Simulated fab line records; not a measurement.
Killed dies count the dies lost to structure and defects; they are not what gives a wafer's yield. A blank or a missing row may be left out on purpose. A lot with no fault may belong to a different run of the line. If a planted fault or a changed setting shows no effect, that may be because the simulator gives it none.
fab line records	flow sky130
[record] lots = 7	wafers = 21	last-day = 50
route steps=708 shown POLY_GATE@235 LDD_N@237 LDD_P@255 PAD_OPEN@708
lots with no fault: from the same line, run without faults
start-h: hours from the record's first day to the start of the lot's first wafer shown	wait-h: hours since the lot's step before	" same as the row above	L1.1+2: one row covering several wafers at once	- value missing, or start not given	* or withheld: withheld	< > ~ a bound
route shown NAME@n: NAME is a module with steps in the file, n the number in the route of the first one	usual: the fault-free wafers' mean and standard deviation	same: alike in all rows	chamber/n: place in a boat	sites: readings site by site	_std_site: standard deviation across them	_edge_site: mean of outer sites minus mean of inner sites	radius-mm: for every site, how far away it sits from the centre of the wafer	mask NAME#n: copy n	behind: tool/chamber where the wafer was last shaped	hold: why the lot went on hold/how many hours it stayed there/how the hold came to an end	device: which transistor (n, p or np) failed to switch	end of line: at the end of the route, the tests of the same wafers	a step given without rows: its recipe and nothing more	killed: dies lost to structure and defects at the first sort, not the wafer's yield	map: shows each die of a wafer: x if killed, . if not, _ if none is there
set.NAME: the setting as run; set.NAME@STEP: as run at that earlier step	model.NAME: the simulator's own value behind a step, which no gauge read
a table for each step, a row for each wafer; lots at some steps of the route
services: the hour from which a tool's chamber was out of use, counted from the record's first day as start-h (under 0 if before that day), plus the number of hours and why
[[steps]]
[step SKY_POLY_GATE_THK_MEAS_21]
[recipe] reads = SiO2_of_POLY_GATE_OXIDATION_20
[usual] POLY_GATE_OXIDATION_THK = 4.03/0.069
lot.wafer	tool	chamber	start-h	wait-h	POLY_GATE_OXIDATION_THK[nm]
L245.3	film-metro-01	-	359.39	0.0	3.89
L245.5	"	-	"	"	4.09
L245.6	"	-	"	"	4.05
L247.3	film-metro-01	-	385.80	0.0	4.08
L247.4	"	-	"	"	4.05
L247.6	"	-	"	"	4.05
L260.1	film-metro-04	-	526.97	0.0	4.10
L260.2	"	-	"	"	4.11
L260.4	"	-	"	"	4.16
L262.1	film-metro-02	-	530.31	0.0	3.99
L262.3	"	-	"	"	3.90
L262.6	"	-	"	"	3.86
L267.2	film-metro-01	-	568.42	0.0	3.97
L267.5	"	-	"	"	3.96
L267.6	"	-	"	"	4.05
L266.1	film-metro-02	-	571.71	0.0	3.97
L266.4	"	-	"	"	4.08
L266.6	"	-	"	"	3.99
L268.3	film-metro-02	-	587.38	0.0	4.09
L268.4	"	-	"	"	4.10
L268.6	"	-	"	"	4.07
[step SKY_POLY_GATE_CD_MEAS_22]
[usual] cd-nm = 148.8/2.8
lot.wafer	tool	chamber	start-h	wait-h	cd-nm
L245.3	cd-sem-01	-	359.49	0.1	146.5
L245.5	"	-	"	"	147.2
L245.6	"	-	"	"	146.2
L247.3	cd-sem-01	-	385.91	0.1	148.9
L247.4	"	-	"	"	149.8
L247.6	"	-	"	"	149.0
L260.1	cd-sem-02	-	527.03	0.1	143.2
L260.2	"	-	"	"	147.5
L260.4	"	-	"	"	146.4
L262.1	cd-sem-02	-	530.37	0.1	146.3
L262.3	"	-	"	"	147.5
L262.6	"	-	"	"	147.6
L267.2	cd-sem-01	-	568.50	0.1	144.8
L267.5	"	-	"	"	150.3
L267.6	"	-	"	"	150.6
L266.1	cd-sem-02	-	571.77	0.1	147.2
L266.4	"	-	"	"	148.3
L266.6	"	-	"	"	153.3
L268.3	cd-sem-01	-	587.48	0.1	149.8
L268.4	"	-	"	"	144.6
L268.6	"	-	"	"	146.9
[step SKY_LDD_N_DEHYDRATE_00]
[recipe] temp-c = 200	time-s = 60
[step SKY_LDD_N_HMDS_01]
[recipe] prime-time-s = 60	prime-temp-c = 120
[step SKY_LDD_N_COAT_02]
[recipe] resist = NOVOLAK	spin-rpm = 3000	resist-thk-nm = 300
[step SKY_LDD_N_SOFTBAKE_03]
[recipe] temp-c = 90	time-s = 60	resist = NOVOLAK
[step SKY_LDD_N_EXPOSE_04]
[recipe] mask-id = NTM	target-cd-nm = 840	na = 0.6	source-shape = conventional	sigma-outer = 0.6	dose-mj = 110
[step SKY_LDD_N_PEB_05]
[recipe] temp-c = withheld	time-s = *	resist = NOVOLAK
[step SKY_LDD_N_DEVELOP_06]
[recipe] develop-time-s = 60	dev-temp-c = 23
[step SKY_LDD_N_OVL_MEAS_07]
[usual] LDD_N_OVL = 0.5/1.3
lot.wafer	tool	chamber	start-h	wait-h	LDD_N_OVL[nm]
L245.3	overlay-01	-	387.00	0.1	-1.1
L245.5	"	-	"	"	0.7
L245.6	"	-	"	"	-1.1
L247.3	overlay-01	-	414.85	0.1	-1.7
L247.4	"	-	"	"	-2.5
L247.6	"	-	"	"	-1.5
L260.1	overlay-01	-	556.74	0.1	1.7
L260.2	"	-	"	"	1.0
L260.4	"	-	"	"	0.9
L262.1	overlay-02	-	560.44	0.1	0.9
L262.3	"	-	"	"	2.3
L262.6	"	-	"	"	1.8
L267.2	overlay-01	-	597.54	0.1	1.0
L267.5	"	-	"	"	1.8
L267.6	"	-	"	"	1.8
L266.1	overlay-02	-	601.62	0.1	1.0
L266.4	"	-	"	"	1.1
L266.6	"	-	"	"	1.1
L268.3	overlay-01	-	616.80	0.1	0.6
L268.4	"	-	"	"	-0.2
L268.6	"	-	"	"	-0.4
[step SKY_LDD_N_IMPLANT_08]
[recipe] species = As	energy-kev = 20	dose-cm2 = 7.5e+13	tilt-deg = withheld	rotation-deg = 23
[step SKY_LDD_N_IMPLANT_09]
[recipe] species = As	energy-kev = 20	dose-cm2 = 7.5e+13	tilt-deg = withheld	rotation-deg = 113
[step SKY_LDD_N_IMPLANT_10]
[recipe] species = As	energy-kev = 20	dose-cm2 = 7.5e+13	tilt-deg = withheld	rotation-deg = 203
[usual] beam-energy-keV = 20.000/0.0056	beam-on-s = 9.98/0.18	dose-ions-cm2 = 7.502e+13/8e+10	faraday-current-uA = 424/7.6
[same] implant-ion-amu = 75
lot.wafer	tool	chamber	start-h	wait-h	beam-energy-keV	beam-on-s	dose-ions-cm2	faraday-current-uA
L245.3	implanter-04	0	387.38	0.1	20.013	9.87	7.501e+13	428
L245.5	"	0	"	"	20.006	9.85	7.497e+13	430
L245.6	"	0	"	"	20.010	10.08	7.505e+13	420
L247.3	implanter-04	0	415.23	0.1	20.005	10.01	7.509e+13	423
L247.4	"	0	"	"	20.005	9.86	7.506e+13	428
L247.6	"	0	"	"	19.989	9.85	7.509e+13	430
L260.1	implanter-02	0	557.07	0.1	19.999	10.05	7.503e+13	422
L260.2	"	0	"	"	19.992	9.64	7.495e+13	438
L260.4	"	0	"	"	19.993	9.87	7.496e+13	429
L262.1	implanter-02	0	560.78	0.1	20.000	9.89	7.499e+13	426
L262.3	"	0	"	"	19.995	9.98	7.504e+13	424
L262.6	"	0	"	"	20.004	9.81	7.493e+13	431
L267.2	implanter-04	0	597.90	0.1	20.006	37.95	3.6251e+14	539
L267.5	"	0	"	"	20.003	38.58	3.6237e+14	531
L267.6	"	0	"	"	19.989	38.32	3.6245e+14	531
L266.1	implanter-04	0	601.96	0.1	20.007	37.82	3.6241e+14	540
L266.4	"	0	"	"	20.000	37.49	3.6232e+14	549
L266.6	"	0	"	"	20.003	38.27	3.6247e+14	536
L268.3	implanter-04	0	617.18	0.1	19.994	37.59	3.6248e+14	545
L268.4	"	0	"	"	19.997	37.48	3.6254e+14	543
L268.6	"	0	"	"	20.000	38.60	3.6238e+14	527
[step SKY_LDD_N_IMPLANT_11]
[recipe] species = As	energy-kev = 20	dose-cm2 = 7.5e+13	tilt-deg = withheld	rotation-deg = 293
[step SKY_LDD_N_IMPLANT_12]
[recipe] species = BF2	energy-kev = 50	dose-cm2 = 5e+12	tilt-deg = 30	rotation-deg = 0
[step SKY_LDD_N_IMPLANT_13]
[recipe] species = BF2	energy-kev = 50	dose-cm2 = 5e+12	tilt-deg = 30	rotation-deg = 90
[step SKY_LDD_N_IMPLANT_14]
[recipe] species = BF2	energy-kev = 50	dose-cm2 = 5e+12	tilt-deg = 30	rotation-deg = 180
[step SKY_LDD_N_IMPLANT_15]
[recipe] species = BF2	energy-kev = 50	dose-cm2 = 5e+12	tilt-deg = 30	rotation-deg = 270
[step SKY_LDD_N_STRIP_16]
[recipe] chemistry = O2/N2	power-w = 1400	pressure-mtorr = 1500	platen-temp-c = withheld	o2-flow-sccm = 3000	n2-flow-sccm = 300	overash-fraction = 0.5
[usual] drypump-motor-current-A = 5.7/0.36	oes-product-au = 0.407/0.0047	strip-time-to-endpoint-s = 4.318/0.015
[same] overash-fraction = 0.5
lot.wafer	tool	chamber	start-h	wait-h	drypump-motor-current-A	oes-product-au	rf-hours-counter-h	strip-time-to-endpoint-s
L245.3	plasma-asher-03	0	388.26	0.1	6.2	0.408	-	4.323
L245.5	"	0	"	"	6.2	0.407	-	4.327
L245.6	"	1	"	"	5.7	0.403	-	4.323
L247.3	plasma-asher-03	0	416.11	0.1	6.1	0.401	-	4.321
L247.4	"	1	"	"	5.7	0.405	-	4.311
L247.6	"	1	"	"	5.7	0.414	-	4.329
L260.1	plasma-asher-02	1	557.97	0.1	5.9	0.409	44	4.323
L260.2	"	0	"	"	5.3	0.402	44	4.304
L260.4	"	0	"	"	5.2	0.408	-	4.311
L262.1	plasma-asher-01	1	561.68	0.1	5.1	0.410	77	4.290
L262.3	"	0	"	"	5.9	0.408	-	4.298
L262.6	"	0	"	"	5.8	0.418	-	4.301
L267.2	plasma-asher-02	1	598.77	0.1	5.9	0.409	48	5.050
L267.5	"	0	"	"	5.3	0.400	-	5.051
L267.6	"	1	"	"	5.9	0.405	-	5.053
L266.1	plasma-asher-03	1	602.86	0.1	5.7	0.400	93	5.035
L266.4	"	0	"	"	6.2	0.396	-	5.022
L266.6	"	0	"	"	6.2	0.408	-	5.042
L268.3	plasma-asher-02	0	618.06	0.1	5.3	0.401	-	5.031
L268.4	"	1	"	"	5.9	0.405	-	5.031
L268.6	"	0	"	"	5.3	0.409	-	5.047
[step SKY_LDD_N_TW_MEAS_17]
[usual] LDD_N_TW = 2582/49
lot.wafer	tool	chamber	start-h	wait-h	LDD_N_TW
L245.3	film-metro-02	-	388.35	0.1	2620
L245.5	"	-	"	"	2622
L245.6	"	-	"	"	2619
L247.3	film-metro-03	-	416.20	0.1	2612
L247.4	"	-	"	"	2613
L247.6	"	-	"	"	2620
L260.1	film-metro-02	-	558.07	0.1	2588
L260.2	"	-	"	"	2591
L260.4	"	-	"	"	2591
L262.1	film-metro-01	-	561.78	0.1	2495
L262.3	"	-	"	"	2508
L262.6	"	-	"	"	2502
L267.2	film-metro-01	-	598.88	0.1	2769
L267.5	"	-	"	"	2768
L267.6	"	-	"	"	2774
L266.1	film-metro-03	-	602.96	0.1	2904
L266.4	"	-	"	"	2907
L266.6	"	-	"	"	2906
L268.3	film-metro-02	-	618.15	0.1	2845
L268.4	"	-	"	"	2852
L268.6	"	-	"	"	2847
[step SKY_LDD_P_DEHYDRATE_00]
[recipe] temp-c = 200	time-s = 60
[step SKY_PAD_OPEN_PROBE_99]
[usual] killed_at_M0_to_M3 = 44/7.6	killed_at_M4_up = 3.2/1.7	killed-at-contacts = 24/5.7	killed-at-front-end = 16/3.9	killed-at-other = 0.2/0.45	killed-dies = 87/9.5	killed-open = 47/6.9	killed-short = 40/5.8
[same] gross-dies = 492	killed-at-back-side = 0
lot.wafer	tool	chamber	start-h	wait-h	killed_at_M0_to_M3	killed_at_M4_up	killed-at-contacts	killed-at-front-end	killed-at-other	killed-dies	killed-open	killed-short	model.etest.tip-n.rs-ohm-sq	model.etest.nfet_01v8.r-on-ohm-um	model.etest.nfet_01v8_turned.drive-ua-um	model.etest.nfet_01v8_swapped.drive-ua-um	model.etest.nfet_01v8_lvt.drive-ua-um	model.etest.nfet_01v8.drive-ua-um	model.etest.sram-nfet-pass.drive-ua-um	model.etest.sram-nfet-pass.off-log10-a-um
L245.3	prober-02	-	1061.82	0.2	32	1	30	10	1	74	38	36	441.6	827.3	499	504	572.4	504	480.9	-12.84
L245.5	prober-02	-	1061.92	0.2	29	1	36	13	0	79	36	43	442.2	818.4	519.6	518.2	584.2	512.2	495.4	-12.69
L245.6	prober-02	-	1061.97	0.2	52	1	25	16	0	94	41	53	443.8	804	525.2	520.7	593.5	519.7	486.5	-12.82
L247.3	prober-01	-	1082.26	0.2	50	1	21	16	0	88	48	40	437.2	815.2	521.6	519.5	592.1	519.7	515.9	-12.54
L247.4	prober-01	-	1082.31	0.2	45	1	25	15	0	86	52	34	439	819.6	510.1	510.6	580.3	511.6	504.3	-12.55
L247.6	prober-01	-	1082.41	0.2	43	5	23	14	0	85	45	40	436.2	817.3	516.9	513	579	518	501.6	-12.76
L260.1	prober-02	-	1174.47	0.1	41	6	33	19	0	99	51	48	445.6	811.2	519.9	518.7	587.2	518.9	502.3	-12.52
L260.2	prober-02	-	1174.52	0.1	46	5	18	14	0	83	46	37	443.1	829.1	511	510.4	581.9	512.4	488.8	-12.91
L260.4	prober-02	-	1174.62	0.2	36	3	26	21	0	86	45	41	446.8	832.7	497.1	491.9	571.8	489.5	483.8	-12.74
L262.1	prober-02	-	1176.37	0.1	50	3	29	19	0	101	52	49	440.4	798.1	522.5	521.3	595	524.1	501.4	-12.77
L262.3	prober-02	-	1176.47	0.2	34	3	22	25	1	85	47	38	438.3	810.2	511.3	506.9	581.1	507	487.4	-12.7
L262.6	prober-02	-	1176.62	0.2	69	6	18	13	2	108	53	55	438.9	818	523.1	522.4	595.1	519.7	506	-12.7
L266.1	prober-02	-	1196.04	0.1	39	3	31	17	0	90	49	41	304.8	768.6	558.3	548.6	621.8	544.1	529.8	-12.27
L266.4	prober-02	-	1196.19	0.2	43	5	16	14	1	79	42	37	304.3	783.9	550.3	550.6	614.7	538	512	-12.46
L266.6	prober-02	-	1196.29	0.2	28	3	28	9	0	68	41	27	305.5	797.4	536.3	536.4	597.4	525.9	524.3	-12.16
L267.2	prober-01	-	1198.41	0.1	33	5	23	15	0	76	35	41	307.3	762.4	544.3	547.9	614.9	540.5	525.6	-12.38
L267.5	prober-01	-	1198.56	0.2	42	6	22	14	0	84	39	45	307.4	777.2	536.2	531.5	597.3	529.9	489.6	-12.68
L267.6	prober-01	-	1198.61	0.2	39	4	22	19	0	84	45	39	304.5	796.1	531.9	532.1	601.1	524.9	507.3	-12.67
L268.3	prober-02	-	1203.79	0.2	44	3	24	10	0	81	40	41	308	769.6	556.3	561.8	627.5	555.6	552.2	-11.99
L268.4	prober-02	-	1203.84	0.2	42	0	26	13	0	81	45	36	310	751.1	576.4	578	636.9	562.2	557.9	-11.79
L268.6	prober-02	-	1203.94	0.2	41	1	23	16	0	81	44	37	308.1	771	562.5	566.1	629.3	558.9	553.1	-11.89
// killed by level:class
L245.3 CONTACT:geometric-particle:open=11 VIA1:geometric-particle:open=9 CONTACT:geometric-particle:short=8 LI_CONTACT:geometric-particle:open=6 VIA2:geometric-particle:short=5 VIA3:geometric-particle:open=5 POLY_GATE:geometric-particle:short=4 LOCAL_INTERCONNECT:geometric-particle:short=4
L245.5 CONTACT:geometric-particle:open=12 CONTACT:geometric-particle:short=10 LOCAL_INTERCONNECT:geometric-particle:short=7 VIA1:geometric-particle:open=6 VIA3:geometric-particle:open=6 LI_CONTACT:geometric-particle:open=5 FIELD_ISO:geometric-particle:short=4 METAL2:geometric-particle:short=4
L245.6 METAL2:geometric-particle:short=11 VIA3:geometric-particle:open=8 LOCAL_INTERCONNECT:geometric-particle:short=7 CONTACT:geometric-particle:short=7 CONTACT:geometric-particle:open=7 VIA1:geometric-particle:open=7 VIA1:geometric-particle:short=7 VIA2:geometric-particle:open=6
L247.3 VIA1:geometric-particle:open=12 CONTACT:geometric-particle:open=8 VIA1:geometric-particle:short=7 VIA3:geometric-particle:open=7 VIA2:geometric-particle:open=7 CONTACT:geometric-particle:short=6 METAL1:geometric-particle:short=6 LI_CONTACT:geometric-particle:open=5
L247.4 VIA1:geometric-particle:open=13 CONTACT:geometric-particle:open=10 VIA2:geometric-particle:open=8 LI_CONTACT:geometric-particle:open=7 METAL2:geometric-particle:short=5 METAL1:geometric-particle:short=4 VIA1:geometric-particle:short=4 FIELD_ISO:geometric-particle:short=3
L247.6 CONTACT:geometric-particle:open=10 VIA1:geometric-particle:open=9 METAL1:geometric-particle:short=8 METAL2:geometric-particle:short=7 LI_CONTACT:geometric-particle:open=6 VIA2:geometric-particle:open=6 POLY_GATE:geometric-particle:open=4 POLY_GATE:geometric-particle:short=4
L260.1 CONTACT:geometric-particle:open=11 VIA1:geometric-particle:open=11 VIA1:geometric-particle:short=8 LI_CONTACT:geometric-particle:short=6 LI_CONTACT:geometric-particle:open=6 CONTACT:geometric-particle:short=6 FIELD_ISO:geometric-particle:short=5 VIA3:geometric-particle:open=5
L260.2 VIA1:geometric-particle:open=10 CONTACT:geometric-particle:open=9 VIA2:geometric-particle:open=9 VIA1:geometric-particle:short=8 FIELD_ISO:geometric-particle:short=6 VIA3:geometric-particle:open=5 VIA3:geometric-particle:short=4 LI_CONTACT:geometric-particle:open=4
L260.4 CONTACT:geometric-particle:open=15 VIA1:geometric-particle:open=6 VIA3:geometric-particle:short=6 FIELD_ISO:geometric-particle:short=5 FIELD_ISO:geometric-particle:open=5 POLY_GATE:geometric-particle:open=5 VIA1:geometric-particle:short=4 VIA2:geometric-particle:short=4
L262.1 METAL2:geometric-particle:short=10 VIA1:geometric-particle:open=9 LI_CONTACT:geometric-particle:open=8 CONTACT:geometric-particle:open=8 VIA2:geometric-particle:open=7 CONTACT:geometric-particle:short=7 METAL1:geometric-particle:short=6 POLY_GATE:geometric-particle:short=5
L262.3 VIA1:geometric-particle:open=11 CONTACT:geometric-particle:open=9 POLY_GATE:geometric-particle:open=8 POLY_GATE:geometric-particle:short=6 VIA3:geometric-particle:open=6 FIELD_ISO:geometric-particle:short=5 VIA2:geometric-particle:open=5 LI_CONTACT:geometric-particle:open=4
L262.6 VIA1:geometric-particle:open=18 METAL1:geometric-particle:short=15 VIA3:geometric-particle:open=9 CONTACT:geometric-particle:open=6 VIA3:geometric-particle:short=6 METAL4:geometric-particle:short=5 FIELD_ISO:geometric-particle:short=4 LI_CONTACT:geometric-particle:open=4
L266.1 CONTACT:geometric-particle:open=15 METAL1:geometric-particle:short=9 FIELD_ISO:geometric-particle:open=8 LI_CONTACT:geometric-particle:open=8 VIA1:geometric-particle:open=8 METAL2:geometric-particle:short=6 CONTACT:geometric-particle:short=4 VIA1:geometric-particle:short=4
L266.4 VIA1:geometric-particle:open=15 CONTACT:geometric-particle:open=10 METAL1:geometric-particle:short=7 VIA2:geometric-particle:short=5 FIELD_ISO:geometric-particle:open=4 VIA3:geometric-particle:short=4 FIELD_ISO:geometric-particle:short=3 SPACER:geometric-particle:open=3
L266.6 CONTACT:geometric-particle:open=9 LI_CONTACT:geometric-particle:open=8 VIA1:geometric-particle:open=6 METAL1:geometric-particle:short=5 CONTACT:geometric-particle:short=4 VIA2:geometric-particle:open=4 FIELD_ISO:geometric-particle:short=3 POLY_GATE:geometric-particle:open=3
L267.2 VIA1:geometric-particle:open=9 CONTACT:geometric-particle:open=8 POLY_GATE:geometric-particle:short=6 CONTACT:geometric-particle:short=6 METAL2:geometric-particle:short=5 LOCAL_INTERCONNECT:geometric-particle:short=4 METAL1:geometric-particle:short=4 POLY_GATE:geometric-particle:open=3
L267.5 CONTACT:geometric-particle:open=8 VIA1:geometric-particle:open=7 METAL2:geometric-particle:short=7 VIA2:geometric-particle:open=6 LOCAL_INTERCONNECT:geometric-particle:short=6 METAL1:geometric-particle:short=5 FIELD_ISO:geometric-particle:short=4 VIA2:geometric-particle:short=4
L267.6 VIA3:geometric-particle:open=9 VIA1:geometric-particle:open=7 POLY_GATE:geometric-particle:open=6 CONTACT:geometric-particle:short=6 FIELD_ISO:geometric-particle:open=5 LI_CONTACT:geometric-particle:open=5 CONTACT:geometric-particle:open=5 VIA1:geometric-particle:short=5
L268.3 CONTACT:geometric-particle:open=12 METAL2:geometric-particle:short=7 METAL1:geometric-particle:short=7 VIA1:geometric-particle:open=7 VIA2:geometric-particle:open=7 VIA3:geometric-particle:open=6 CONTACT:geometric-particle:short=5 FIELD_ISO:geometric-particle:short=4
L268.4 CONTACT:geometric-particle:open=10 VIA2:geometric-particle:open=8 LI_CONTACT:geometric-particle:open=7 METAL2:geometric-particle:short=7 VIA3:geometric-particle:open=6 VIA1:geometric-particle:short=5 VIA1:geometric-particle:open=5 FIELD_ISO:geometric-particle:open=4
L268.6 VIA1:geometric-particle:open=13 CONTACT:geometric-particle:open=11 POLY_GATE:geometric-particle:short=5 VIA1:geometric-particle:short=5 VIA2:geometric-particle:open=5 FIELD_ISO:geometric-particle:short=4 FIELD_ISO:geometric-particle:open=4 CONTACT:geometric-particle:short=4
[[services]]
tool	chamber	start-h	hours	kind
plasma-asher-03	-	396.56	2.8	pm
implanter-02	-	430.47	1.8	repair
implanter-04	-	472.39	4.4	repair
plasma-asher-03	-	519.62	1.0	repair
plasma-asher-01	-	527.95	2.1	repair
plasma-asher-02	-	533.13	1.2	repair
implanter-02	-	539.62	1.8	repair
plasma-asher-03	-	547.39	15.6	pm
implanter-02	-	584.49	3.0	repair
plasma-asher-03	-	596.56	2.9	repair
plasma-asher-02	-	614.61	1.3	repair
[[key]]
[first-sign] step = SKY_LDD_N_IMPLANT_10	reading = dose-ions-cm2	direction = up	sigmas = 99+	usual = *	struck = *
[effect] step = SKY_LDD_N_IMPLANT_10	reading = beam-on-s	direction = up	sigmas = 99+	usual = 9.98	struck = 38.01
[effect] step = SKY_LDD_N_STRIP_16	reading = strip-time-to-endpoint-s	direction = up	sigmas = 49	usual = *	struck = *
[effect] step = SKY_LDD_N_TW_MEAS_17	reading = LDD_N_TW	direction = up	sigmas = 5.3	usual = 2582	struck = 2841
[model-effect] step = SKY_PAD_OPEN_PROBE_99	value = etest.tip-n.rs-ohm-sq	without = 440.5	struck = 306.7
met-at SKY_LDD_N_IMPLANT_10
struck-wafers L266.1,L266.4,L266.6,L267.2,L267.5,L267.6,L268.3,L268.4,L268.6
tester-left-out L266,L267,L268
onset-between 415.23 597.90
[fault] kind = process-parameter-drift	tool = implanter-04	chamber = -	onset-h = 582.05	steps = SKY_LDD_N_IMPLANT_10	channel = dose-cm2	offset = *	shape = step	end-h = 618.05	acts-in = *	stated = *
// tester-left-out: of these lots the tester's yield and bins aren't shown, on N5 and GAA mostly nor the transistor test; their killed dies are dies lost to structure and defects alone, not to doping, threshold or leakage, so they don't give the yield
